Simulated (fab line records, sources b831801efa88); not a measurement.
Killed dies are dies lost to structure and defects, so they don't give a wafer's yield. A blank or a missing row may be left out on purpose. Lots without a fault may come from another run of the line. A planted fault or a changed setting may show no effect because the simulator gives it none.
fab line records | flow sky130
record lots=7 wafers=21 last_day=50
route steps=708 shown METAL1@456 VIA1@458
lots that met no fault: from a run of the same line without faults
start_h: hours from the record's first day to the start of the lot's first wafer shown | wait_h: hours since the lot's step before | " the same as in the row above | L1.1+2: a row that stands for several wafers | - no value, or no start given | * or withheld: withheld | < > ~ a bound
route shown NAME@n: a module of which the file shows steps, and the number in the route of the first | usual: mean/standard deviation of fault-free wafers | same: alike in all rows | chamber/n: place in a boat | sites: the reading at each site | _std_site: their standard deviation | _edge_site: outer sites' mean less inner sites' | radius_mm: how far each site lies from the wafer's centre | mask NAME#n: copy n | behind: the tool/chamber that last shaped the wafer | hold: why the lot was held/for how many hours/how that ended | device: the transistor (n, p or np) that didn't switch | end of line: the same wafers' tests at the end of the route | a step without rows: its recipe alone | killed: dies lost to structure and defects at the first sort, not the wafer's yield | map: a wafer's dies, x killed, . not, _ none there
set.NAME: the setting as run; set.NAME@STEP: as run at that earlier step | model.NAME: the simulator's own value behind a step, which no gauge read
lots at some steps of the route; a table a step, a row a wafer
services: from which hour (start_h, from the record's first day; less than 0 if before it) a tool's chamber was out of use, for how many hours, and why
## steps
# step SKY_METAL1_CLEAN_22
# recipe chemistry=IPA time_s=180 temp_c=25
# step SKY_METAL1_CLEAN_23
# recipe chemistry=O3/DIW dry=n2_spin
# step SKY_VIA1_HDPCVD_00
# recipe material=SiO2 target_thk_nm=1030 sigma_open_frac=0.3 time_s=171.7 temp_c=400 sih4_flow_sccm=60 pressure_mtorr=6
# step SKY_VIA1_THK_MEAS_01
# recipe reads=SiO2_of_VIA1_HDPCVD_00
# usual VIA1_HDPCVD_THK=1027/13
# columns lot.wafer tool chamber start_h wait_h VIA1_HDPCVD_THK[nm]
L569.1 film_metro-04 - 766.35 0.1 1022
L569.2 " - " " 998
L569.3 " - " " 996
L576.1 film_metro-04 - 830.48 0.1 1034
L576.3 " - " " 1026
L576.5 " - " " 1046
L579.3 film_metro-04 - 899.35 0.1 1029
L579.4 " - " " 1040
L579.6 " - " " 1030
L580.4 film_metro-01 - 904.13 0.0 1017
L580.5 " - " " 1015
L580.6 " - " " 1019
L581.2 film_metro-04 - 905.18 0.1 1041
L581.4 " - " " 1040
L581.5 " - " " 1021
L585.4 film_metro-04 - 915.29 0.0 1036
L585.5 " - " " 1044
L585.6 " - " " 1034
L590.1 film_metro-01 - 938.47 0.1 1025
L590.2 " - " " 1043
L590.3 " - " " 1022
# step SKY_VIA1_CMP_02
# recipe material=SiO2 down_force_psi=4 platen_rpm=60 pad_velocity_m_s=0.94248
# usual edge_zone_pressure_frac=1.001/0.0049 motor_current_A=12.9/1.1
# columns lot.wafer tool chamber start_h wait_h edge_zone_pressure_frac motor_current_A
L569.2 cmp-02 3 766.41 0.0 1.001 11.7
L569.1 " 0 " " 1.004 14.2
L569.3 " 2 " " 0.997 11.7
L576.3 cmp-01 0 830.59 0.1 1.000 13.9
L576.1 " 1 " " 1.001 13.6
L576.5 " 3 " " 0.999 11.7
L579.4 cmp-01 2 899.44 0.1 1.012 13.6
L579.3 " 0 " " 1.007 14.2
L579.6 " 1 " " 1.001 14.3
L580.4 cmp-01 0 904.21 0.1 1.010 14.0
L580.6 " 3 " " 1.005 12.0
L580.5 " 0 " " 0.999 14.4
L581.4 cmp-01 0 905.23 0.0 0.998 13.4
L581.2 " 3 " " 1.000 11.6
L581.5 " 1 " " 0.998 13.1
L585.4 cmp-01 0 915.47 0.2 0.995 14.4
L585.5 " 1 " " 0.992 13.8
L585.6 " 2 " " 1.001 13.6
L590.2 cmp-01 0 938.53 0.0 1.004 13.7
L590.1 " 1 " " 1.007 14.1
L590.3 " 2 " " 0.996 13.2
# step SKY_VIA1_BOW_MEAS_03
# recipe mode=bow
# usual VIA1_BOW=78/7.3
# columns lot.wafer tool chamber start_h wait_h VIA1_BOW[um]
L569.1 film_metro-03 - 766.71 0.2 90
L569.2 " - " " 75
L569.3 " - " " 78
L576.1 film_metro-03 - 830.84 0.1 98
L576.3 " - " " 73
L576.5 " - " " 71
L579.3 film_metro-01 - 899.73 0.1 73
L579.4 " - " " 74
L579.6 " - " " 76
L580.4 film_metro-01 - 904.57 0.3 83
L580.5 " - " " 80
L580.6 " - " " 92
L581.2 film_metro-04 - 905.55 0.1 71
L581.4 " - " " 81
L581.5 " - " " 74
L585.4 film_metro-04 - 915.71 0.2 78
L585.5 " - " " 87
L585.6 " - " " 82
L590.1 film_metro-01 - 938.83 0.2 76
L590.2 " - " " 78
L590.3 " - " " 81
# step SKY_VIA1_DEHYDRATE_04
# recipe temp_c=200 time_s=60
# step SKY_VIA1_HMDS_05
# recipe prime_time_s=60 prime_temp_c=120
# step SKY_VIA1_COAT_06
# recipe resist=BARC temp_c=withheld time_s=withheld spin_rpm=3000 resist_thk_nm=60
# step SKY_VIA1_COAT_07
# recipe resist=KrF-thick spin_rpm=3000 resist_thk_nm=450
# step SKY_VIA1_SOFTBAKE_08
# recipe temp_c=100 time_s=90 resist=KrF-thick
# step SKY_VIA1_EXPOSE_09
# recipe mask_id=VIM na=0.8 source_shape=annular sigma_inner=0.55 sigma_outer=0.85 target_cd_nm=150 dose_mj=38
# step SKY_VIA1_PEB_10
# recipe peb_temp_c=withheld peb_time_s=withheld resist=KrF-thick
# usual chill_plate_temp_C=* exhaust_pa=45.1/0.88
# columns lot.wafer tool chamber start_h wait_h chill_plate_temp_C exhaust_pa
L569.1 litho_track-04 0 793 - * 44.5
L569.2 " 0 " " * 43.8
L569.3 " 0 " " * 43.1
L576.1 litho_track-03 0 855 - * 45.4
L576.3 " 0 856 - * 44.6
L576.5 " 0 " " * 44.6
L579.3 litho_track-03 - 925 - - -
L579.4 " - " " - -
L579.6 " - " " - -
L580.4 litho_track-03 - 930 - - -
L580.5 " - " " - -
L580.6 " - " " - -
L581.2 litho_track-03 - 930 - - -
L581.4 " - " " - -
L581.5 " - " " - -
L585.4 litho_track-02 0 939 - * 46.1
L585.5 " 0 " " * 45.8
L585.6 " 0 940 - * 45.4
L590.1 litho_track-04 0 962 - * 44.7
L590.2 " 0 " " * 45.2
L590.3 " 0 " " * 46.7
# step SKY_VIA1_DEVELOP_11
# recipe develop_time_s=60 resist=KrF-thick dev_temp_c=21
## services
# columns tool chamber start_h hours kind
cmp-01 - 744.00 4.0 pm
cmp-01 - 748.00 - consumable_replace:conditioner
cmp-01 - 748.00 - consumable_replace:pad
cmp-01 - 760.63 5.4 pm
cmp-02 - 774.88 3.5 repair
cmp-02 - 817.34 4.3 pm
cmp-01 - 824.61 0.8 repair
cmp-01 - 871.74 0.4 repair
cmp-01 - 886.63 3.1 repair
cmp-02 - 897.36 14.7 repair
cmp-02 - 912.03 4.0 pm
cmp-02 - 916.03 - consumable_replace:conditioner
cmp-02 - 916.03 - consumable_replace:pad
cmp-01 - 916.25 5.6 pm
cmp-01 - 933.27 1.8 repair
cmp-02 - 945.48 2.2 repair
cmp-02 - 949.42 2.6 repair
## key
first_sign step=SKY_VIA1_PEB_10 reading=tool_record direction=missing
effect none on later readings
met_at SKY_VIA1_PEB_10
struck_wafers L579.3,L579.4,L579.6,L580.4,L580.5,L580.6,L581.2,L581.4,L581.5
later_rows_left_out L579.3,L579.4,L579.6,L580.4,L580.5,L580.6,L581.2,L581.4,L581.5
sort_left_out L579.3,L579.4,L579.6,L580.4,L580.5,L580.6,L581.2,L581.4,L581.5
onset_between 855 925
fault kind=skipped_step_whole tool=litho_track-03 chamber=- onset_h=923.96 steps=SKY_VIA1_PEB_10 scope=struck_lots_only
# sort_left_out: the simulated sort isn't trusted on such a fault, so these wafers' sort isn't shown, and their yield isn't known
# later_rows_left_out: the simulator's readings of these wafers behind a module that went badly wrong aren't trusted and aren't shown, but for the sort
